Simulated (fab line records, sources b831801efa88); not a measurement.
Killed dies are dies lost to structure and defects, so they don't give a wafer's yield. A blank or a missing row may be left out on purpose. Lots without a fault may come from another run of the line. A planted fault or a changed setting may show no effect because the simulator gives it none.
A struck lot beside a sound one | flow sky130 | 17 steps out of a route of 708
Sound: wafers L127.1, L127.2, L127.5. Struck: wafers L131.1, L131.5, L131.6. The cause comes at the end.
At each step with rows: each side's tool, then ch and its chambers, then its first start. Under that, the readings that differ: sound wafers | struck wafers | difference of the means | sigmas: that difference in standard deviations of wafers without a fault.
alike: readings whose means differ by less than 2 such deviations, and words and numbers that are the same on both sides. not compared: withheld readings, readings that some wafer has no value for, bounds like >300 that may hide the same value, and numbers for which the record gives no deviation and whose values overlap.
The two part at a step that has a row with sigmas, a row that says differs or no value, or rows on one side only. Numbers that don't overlap but have no deviation are shown without sigmas and don't part them. A reading that every wafer of one side lacks parts them only if that side has two wafers or more.

first, 5 steps without rows for these wafers: SKY_VIA4_COAT_06 (resist thk 1140 nm); SKY_VIA4_SOFTBAKE_07 (time 60 s); SKY_VIA4_EXPOSE_08 (exposes mask VIM4, target cd 800 nm); SKY_VIA4_PEB_09; SKY_VIA4_DEVELOP_10 (develop time 60 s).
SKY_VIA4_OVL_MEAS_11:
  sound on overlay-02, day 43 02:34; struck on overlay-01, day 45 01:53
  alike: VIA4_OVL
SKY_VIA4_ETCH_12: etches SiO2 in C4F8/O2/Ar, stops on TiN, target depth 580 nm.
  sound on rie_diel-04 ch 0,1,2, day 43 02:36; struck on rie_diel-01 ch 0,1,2, day 45 01:55
  alike: oes_product_au
SKY_VIA4_STRIP_13: strips in O2/N2.
  sound on plasma_asher-02 ch 0,1, day 43 02:41; struck on plasma_asher-02 ch 0,1, day 45 01:59
  alike: drypump_motor_current_A, oes_product_au, strip_time_to_endpoint_s
  not compared: rf_hours_counter_h
then, 3 steps without rows for these wafers: SKY_VIA4_STRIP_14 (strips in post etch residue remover, time 1200 s); SKY_VIA4_CLEAN_15 (cleans in IPA, time 180 s); SKY_VIA4_CLEAN_16 (cleans in O3/DIW).
SKY_VIA4_SPUTTER_17: material TiN, target thk 20 nm, time 80 s.
  sound on pvd_sputter-02, day 43 03:20; struck on pvd_sputter-04, day 45 02:40
  alike: throttle_valve_pct
SKY_VIA4_CVD_18: deposits W, target thk 505 nm, time 152.14 s.
  sound on cvd_w-02 ch 0,1, day 43 03:23; struck on cvd_w-02 ch 0,1, day 45 02:43
  reading                            | sound                | struck               | difference | sigmas
  susceptor_temp_C (C)               | 400.14 399.90 399.71 | 397.00 396.91 397.01 | -2.94      | -15
  model.W_of_VIA4_CVD_18.thk_nm (nm) | 517 508.5 507.7      | 489.1 486.3 481.9    | -25.3      |
  alike: heater_power_w
SKY_VIA4_RS_MEAS_19: measures by four-point-probe.
  sound on film_metro-02, day 43 03:32; struck on film_metro-04, day 45 02:52
  reading            | sound                | struck               | difference | sigmas
  VIA4_W_RS (ohm/sq) | 0.2213 0.2249 0.2252 | 0.2342 0.2358 0.2373 | +0.0120    | +4
SKY_VIA4_THK_MEAS_20: measures by xrf.
  sound on film_metro-02, day 43 03:40; struck on film_metro-04, day 45 02:59
  reading         | sound       | struck      | difference | sigmas
  VIA4_W_THK (nm) | 509 503 503 | 482 476 474 | -28        | -4
SKY_VIA4_CMP_21: polishes, stops on SiO2, t overpolish 25 s, target thk 0 nm.
  sound on cmp-01 ch 0,1, day 43 04:05; struck on cmp-02 ch 0,3, day 45 03:03
  alike: motor_current_A, retaining_ring_pressure_frac
-- the record jumps here: 3 days lie between the struck wafers' starts before and after (it left off in module VIA4 and takes up again in module PAD_OPEN, whose first step shown is number 708 of the route) --
SKY_PAD_OPEN_PROBE_99:
  sound on prober-01, day 46 02:16; struck on prober-02, day 47 19:28
  reading             | sound    | struck      | difference | sigmas
  killed_at_front_end | 13 12 6  | 414 420 408 | +404       | +96
  killed_dies         | 92 88 74 | 492 492 492 | +407       | +43
  killed_on_rim       | 17 14 14 | 96 96 96    | +81        | +25
  killed_open         | 48 37 40 | 63 41 64    | +14        | +2
  alike: killed_at_M0_to_M3, killed_at_M4_up, killed_at_contacts, killed_at_other, killed_short

WHERE THEY PART
First at SKY_VIA4_CVD_18; last, within this record, at SKY_PAD_OPEN_PROBE_99.

WHY: what the simulator had put in
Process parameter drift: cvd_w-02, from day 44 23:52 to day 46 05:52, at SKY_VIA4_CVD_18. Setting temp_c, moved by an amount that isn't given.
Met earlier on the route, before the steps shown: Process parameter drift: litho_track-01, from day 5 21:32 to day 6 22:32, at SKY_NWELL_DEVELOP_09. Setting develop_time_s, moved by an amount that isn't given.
